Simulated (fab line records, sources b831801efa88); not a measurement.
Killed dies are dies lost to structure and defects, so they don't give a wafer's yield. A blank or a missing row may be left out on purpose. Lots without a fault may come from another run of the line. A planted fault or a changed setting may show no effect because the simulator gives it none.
fab line records | flow sky130
record lots=5 wafers=15 last_day=50
route steps=708 shown VIA1@467
lots that met no fault: from a run of the same line without faults
start_h: hours from the record's first day to the start of the lot's first wafer shown | wait_h: hours since the lot's step before | " the same as in the row above | L1.1+2: a row that stands for several wafers | - no value, or no start given | * or withheld: withheld | < > ~ a bound
route shown NAME@n: a module of which the file shows steps, and the number in the route of the first | usual: mean/standard deviation of fault-free wafers | same: alike in all rows | chamber/n: place in a boat | sites: the reading at each site | _std_site: their standard deviation | _edge_site: outer sites' mean less inner sites' | radius_mm: how far each site lies from the wafer's centre | mask NAME#n: copy n | behind: the tool/chamber that last shaped the wafer | hold: why the lot was held/for how many hours/how that ended | device: the transistor (n, p or np) that didn't switch | end of line: the same wafers' tests at the end of the route | a step without rows: its recipe alone | killed: dies lost to structure and defects at the first sort, not the wafer's yield | map: a wafer's dies, x killed, . not, _ none there
set.NAME: the setting as run; set.NAME@STEP: as run at that earlier step | model.NAME: the simulator's own value behind a step, which no gauge read
lots at some steps of the route; a table a step, a row a wafer
services: from which hour (start_h, from the record's first day; less than 0 if before it) a tool's chamber was out of use, for how many hours, and why
## steps
# step SKY_VIA1_EXPOSE_09
# recipe mask_id=VIM na=0.8 source_shape=annular sigma_inner=0.55 sigma_outer=0.85 target_cd_nm=150 dose_mj=38
# step SKY_VIA1_PEB_10
# recipe peb_temp_c=withheld peb_time_s=withheld resist=KrF-thick
# step SKY_VIA1_DEVELOP_11
# recipe develop_time_s=60 resist=KrF-thick dev_temp_c=21
# step SKY_VIA1_CD_MEAS_12
# recipe target_cd_nm=150
# usual cd_nm=150.3/1.5
# columns lot.wafer tool chamber start_h wait_h cd_nm
L318.3 cd_sem-01 - 795.74 - 148.0
L318.4 " - " " 149.1
L318.5 " - " " 149.2
L322.4 cd_sem-02 - 839.51 - 150.4
L322.5 " - " " 149.3
L322.6 " - " " 150.5
L327.1 cd_sem-01 - 877.93 - 150.7
L327.5 " - " " 149.9
L327.6 " - " " 151.2
L334.1 cd_sem-01 - 920.50 - 152.3
L334.4 " - " " 151.3
L334.6 " - " " 151.9
L339.2 cd_sem-02 - 950.92 - 149.5
L339.4 " - " " 148.4
L339.6 " - " " 149.0
# step SKY_VIA1_OVL_MEAS_13
# usual VIA1_OVL=2/4.9
# columns lot.wafer tool chamber start_h wait_h VIA1_OVL[nm]
L318.3 overlay-02 - 795.83 0.1 0
L318.4 " - " " 2
L318.5 " - " " 5
L322.4 overlay-02 - 839.59 0.1 3
L322.5 " - " " 3
L322.6 " - " " 3
L327.1 overlay-01 - 878.05 0.1 4
L327.5 " - " " 0
L327.6 " - " " 6
L334.1 overlay-01 - 920.62 0.1 1
L334.4 " - " " 4
L334.6 " - " " 17
L339.2 overlay-01 - 951.03 0.1 6
L339.4 " - " " 8
L339.6 " - " " 7
# step SKY_VIA1_ETCH_14
# recipe chemistry=N2/H2 target=BARC ion_energy_ev=200 source_w=500 bias_w=100 pressure_mtorr=30 n2_flow_sccm=100 h2_flow_sccm=200 stop_on=SiO2 time_s=45.9 target_depth_a=600
# usual drypump_motor_current_A=5.7/0.55 oes_product_au=0.855/0.005 rf_fwd_power_W=494.6/1.7 throttle_valve_pct=13.224/0.0086
# columns lot.wafer tool chamber start_h wait_h drypump_motor_current_A oes_product_au rf_fwd_power_W rf_hours_counter_h throttle_valve_pct
L318.3 rie_diel-01 1 795.86 0.0 6.2 0.855 491.9 23 13.227
L318.4 " 1 " " 6.1 0.854 492.2 - 13.228
L318.5 " 2 " " 6.4 0.851 494.4 - 13.211
L322.4 rie_diel-04 0 839.61 0.0 4.8 0.864 494.4 15 13.229
L322.5 " 3 " " 5.9 0.856 492.1 - 13.220
L322.6 " 2 " " 6.7 0.866 496.7 - 13.214
L327.1 rie_diel-04 0 878.09 0.0 4.8 0.854 493.1 16 13.239
L327.5 " 1 " " 5.6 0.857 495.9 - 13.218
L327.6 " 0 " " 4.8 0.851 493.4 - 13.230
L334.1 rie_diel-01 1 920.65 0.0 6.2 0.857 495.0 27 13.235
L334.4 " 3 " " 5.5 0.858 494.7 16 13.213
L334.6 " 2 " " 6.4 0.851 495.1 - 13.216
L339.2 rie_diel-04 3 951.06 0.0 5.9 0.851 491.5 9 13.234
L339.4 " 1 " " 5.6 0.858 495.7 13 13.216
L339.6 " 1 " " 5.6 0.861 494.4 - 13.226
# step SKY_VIA1_ETCH_15
# recipe target=SiO2 chemistry=C4F8/O2/Ar target_depth_nm=351 stop_on=TiN mask_material=KrF-thick source_w=1500 bias_w=1200 pressure_mtorr=40 c4f8_flow_sccm=withheld O2_flow_sccm=6 Ar_flow_sccm=300 time_s=54
# usual oes_product_au=0.982/0.0054 rf_fwd_power_W=1486/6.2
# columns lot.wafer tool chamber start_h wait_h oes_product_au rf_fwd_power_W rf_hours_counter_h
L318.3 rie_diel-01 1 795.90 0.0 0.984 1487 23
L318.4 " 1 " " 0.984 1488 -
L318.5 " 2 " " 0.984 1485 -
L322.4 rie_diel-04 0 839.65 0.0 0.976 1477 15
L322.5 " 3 " " 0.990 1479 -
L322.6 " 2 " " 0.980 1478 -
L327.1 rie_diel-04 0 878.13 0.0 0.967 1480 16
L327.5 " 1 " " 0.975 1488 -
L327.6 " 0 " " 0.981 1480 -
L334.1 rie_diel-01 1 920.69 0.0 0.975 1481 27
L334.4 " 3 " " 0.978 1483 16
L334.6 " 2 " " 0.983 1482 -
L339.2 rie_diel-04 3 951.10 0.0 0.987 1481 9
L339.4 " 1 " " 0.987 1487 13
L339.6 " 1 " " 0.984 1493 -
# step SKY_VIA1_STRIP_16
# recipe chemistry=O2/N2 power_w=1400 pressure_mtorr=1500 platen_temp_c=withheld o2_flow_sccm=3000 n2_flow_sccm=300 overash_fraction=0.5
# usual drypump_motor_current_A=6.0/0.38 oes_product_au=0.414/0.0048 strip_time_to_endpoint_s=4.440/0.023
# columns lot.wafer tool chamber start_h wait_h drypump_motor_current_A oes_product_au rf_hours_counter_h strip_time_to_endpoint_s
L318.3 plasma_asher-04 1 795.98 0.1 6.0 0.418 - 4.430
L318.4 " 0 " " 5.6 0.412 - 4.409
L318.5 " 0 " " 5.6 0.416 - 4.418
L322.4 plasma_asher-02 1 839.73 0.1 5.7 0.420 - 4.454
L322.5 " 1 " " 5.7 0.416 - 4.465
L322.6 " 0 " " 6.6 0.415 - 4.456
L327.1 plasma_asher-02 0 878.17 0.0 6.6 0.418 38 4.451
L327.5 " 0 " " 6.6 0.411 - 4.419
L327.6 " 1 " " 5.8 0.419 - 4.479
L334.1 plasma_asher-02 1 920.74 0.0 5.8 0.410 42 4.459
L334.4 " 0 " " 6.5 0.424 - 4.497
L334.6 " 0 " " 6.6 0.410 - 4.435
L339.2 plasma_asher-04 0 951.15 0.0 5.6 0.404 116 4.483
L339.4 " 1 " " 6.0 0.413 - 4.429
L339.6 " 0 " " 5.6 0.413 - 4.440
# step SKY_VIA1_STRIP_17
# recipe chemistry=post_etch_residue_remover time_s=1200 temp_c=72.5
# step SKY_VIA1_CLEAN_18
# recipe chemistry=IPA time_s=180 temp_c=25
# step SKY_VIA1_CLEAN_19
# recipe chemistry=O3/DIW dry=n2_spin
# step SKY_VIA1_SPUTTER_20
# recipe material=TiN target_thk_nm=20 chamber_pressure_pa=5 power_w=4000 time_s=80
# usual throttle_valve_pct=30.3/0.62
# columns lot.wafer tool chamber start_h wait_h throttle_valve_pct
L318.3 pvd_sputter-03 - 796.54 0.0 30.4
L318.4 " - " " 30.4
L318.5 " - " " 30.0
L322.4 pvd_sputter-03 - 840.33 0.0 29.9
L322.5 " - " " 29.5
L322.6 " - " " 30.6
L327.1 pvd_sputter-04 - 878.77 0.0 29.1
L327.5 " - " " 29.4
L327.6 " - " " 30.0
L334.1 pvd_sputter-01 - 921.38 0.0 30.1
L334.4 " - " " 31.5
L334.6 " - " " 31.8
L339.2 pvd_sputter-04 - 951.78 0.0 30.2
L339.4 " - " " 31.1
L339.6 " - " " 30.5
# step SKY_VIA1_CVD_21
# recipe material=W target_thk_nm=270 time_s=80.902 temp_c=400 pressure_torr=40
# usual heater_power_w=754/63
# columns lot.wafer tool chamber start_h wait_h heater_power_w since_wet_clean_h model.W_of_VIA1_CVD_21.thk_nm
L318.3 cvd_w-01 1 796.63 0.1 693 - 265.6
L318.4 " 0 " " 806 - 267
L318.5 " 0 " " 832 - 270.5
L322.4 cvd_w-02 1 840.42 0.1 805 - 267.2
L322.5 " 1 " " 790 - 264.3
L322.6 " 0 " " 691 - 268.7
L327.1 cvd_w-02 1 878.84 0.0 784 475 236.4
L327.5 " 1 " " 787 - 269
L327.6 " 0 " " 671 - 266.3
L334.1 cvd_w-01 1 921.44 0.0 680 3 263.5
L334.4 " 1 " " 670 - 265.3
L334.6 " 1 " " 687 - 265
L339.2 cvd_w-01 1 951.84 0.0 683 34 264.5
L339.4 " 1 " " 696 - 266.6
L339.6 " 0 " " 874 - 268.5
# step SKY_VIA1_RS_MEAS_22
# recipe thk_meas_gauge=four-point-probe reads=W_of_VIA1_CVD_21+TiN_of_VIA1_SPUTTER_20
# usual VIA1_W_RS=0.430/0.0049
# columns lot.wafer tool chamber start_h wait_h VIA1_W_RS[ohm/sq]
L318.3 film_metro-02 - 796.73 0.1 0.432
L318.4 " - " " 0.430
L318.5 " - " " 0.425
L322.4 film_metro-02 - 840.54 0.1 0.431
L322.5 " - " " 0.435
L322.6 " - " " 0.427
L327.1 film_metro-03 - 878.93 0.1 0.490
L327.5 " - " " 0.429
L327.6 " - " " 0.434
L334.1 film_metro-02 - 921.62 0.2 0.436
L334.4 " - " " 0.434
L334.6 " - " " 0.434
L339.2 film_metro-03 - 951.95 0.1 0.436
L339.4 " - " " 0.432
L339.6 " - " " 0.429
# step SKY_VIA1_THK_MEAS_23
# recipe thk_meas_gauge=xrf reads=W_of_VIA1_CVD_21
# usual VIA1_W_THK=267/3.5
# columns lot.wafer tool chamber start_h wait_h VIA1_W_THK[nm]
L318.3 film_metro-02 - 796.83 0.1 264
L318.4 " - " " 265
L318.5 " - " " 268
L322.4 film_metro-02 - 840.63 0.1 266
L322.5 " - " " 263
L322.6 " - " " 268
L327.1 film_metro-03 - 879.05 0.1 237
L327.5 " - " " 270
L327.6 " - " " 265
L334.1 film_metro-02 - 921.74 0.1 261
L334.4 " - " " 265
L334.6 " - " " 263
L339.2 film_metro-03 - 952.06 0.1 266
L339.4 " - " " 266
L339.6 " - " " 269
# step SKY_VIA1_CMP_24
# recipe stop_on=SiO2 t_overpolish_s=15 down_force_psi=3.5 platen_rpm=60 target_thk_nm=0 pad_velocity_m_s=0.94248
# usual motor_current_A=11.6/1.1 platen_rpm=60.00/0.042 retaining_ring_pressure_frac=1.000/0.0059 slurry_filter_dp_kPa=13.50/0.13 time_to_endpoint_s=63.5/2.8
# columns lot.wafer tool chamber start_h wait_h motor_current_A platen_rpm retaining_ring_pressure_frac slurry_filter_dp_kPa time_to_endpoint_s
L318.3 cmp-02 0 796.87 0.0 11.5 60.01 0.996 13.85 62.0
L318.4 " 2 " " 12.6 60.02 1.011 13.56 59.5
L318.5 " 1 " " 11.9 60.07 1.006 13.39 59.1
L322.4 cmp-02 3 840.71 0.1 12.8 59.99 0.994 13.22 64.9
L322.6 " 2 " " 11.0 60.00 0.991 13.66 64.6
L322.5 " 3 " " 12.7 60.01 0.999 13.28 63.6
L327.1 cmp-02 2 879.21 0.1 12.0 59.98 1.009 13.49 59.2
L327.5 " 0 " " 11.1 60.05 0.999 13.67 67.6
L327.6 " 1 " " 12.2 59.94 0.998 13.48 61.9
L334.4 cmp-01 2 921.80 0.0 12.5 60.11 0.991 13.11 60.9
L334.1 " 1 " " 8.4 60.00 0.997 13.40 61.9
L334.6 " 2 " " 11.9 60.03 0.994 13.57 63.4
L339.4 cmp-01 0 952.21 0.1 13.1 59.98 1.001 13.63 65.3
L339.2 " 1 " " 8.5 60.01 1.005 13.51 65.3
L339.6 " 2 " " 12.6 60.08 1.004 13.65 63.4
## services
# columns tool chamber start_h hours kind
cmp-02 - 779.32 2.6 repair
rie_diel-01 3 789.33 13.5 repair
cmp-01 - 792.67 9.6 pm
plasma_asher-02 - 837.87 0.9 repair
pvd_sputter-03 - 859.13 2.7 repair
rie_diel-01 0 859.72 4.0 repair
cvd_w-01 - 861.03 1.5 repair
cmp-02 - 865.27 7.5 pm
rie_diel-04 2 873.86 4.6 repair
cmp-02 - 880.08 1.1 repair
cmp-02 - 884.18 3.6 pm
cmp-01 - 898.90 2.1 repair
rie_diel-01 3 902.48 4.3 repair
cvd_w-01 - 904.00 14.0 pm
rie_diel-01 1 904.45 1.9 repair
pvd_sputter-03 - 907.87 2.3 repair
cvd_w-02 0 910.81 16.9 repair
cmp-02 - 912.00 4.0 pm
rie_diel-04 2 913.41 15.3 repair
cvd_w-01 0 915.13 12.6 repair
pvd_sputter-04 - 920.08 2.5 repair
rie_diel-04 2 931.10 8.4 repair
rie_diel-01 2 943.30 9.6 repair
rie_diel-01 0 947.26 8.4 repair
## key
first_sign step=SKY_VIA1_RS_MEAS_22 reading=VIA1_W_RS direction=up sigmas=12 usual=0.430 struck=0.490
effect step=SKY_VIA1_THK_MEAS_23 reading=VIA1_W_THK direction=down sigmas=8.5 usual=267 struck=237
model_effect step=SKY_VIA1_CVD_21 value=W_of_VIA1_CVD_21.thk_nm without=264 struck=236.4
met_at SKY_VIA1_CVD_21
struck_wafers L327.1
onset_between 840.42 878.84
fault kind=process_parameter_drift tool=cvd_w-02 chamber=- onset_h=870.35 steps=SKY_VIA1_CVD_21 channel=target_thk_nm offset=-27.693 shape=step end_h=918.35 scope=struck_wafers_only acts_in=these_recipes_only stated=270
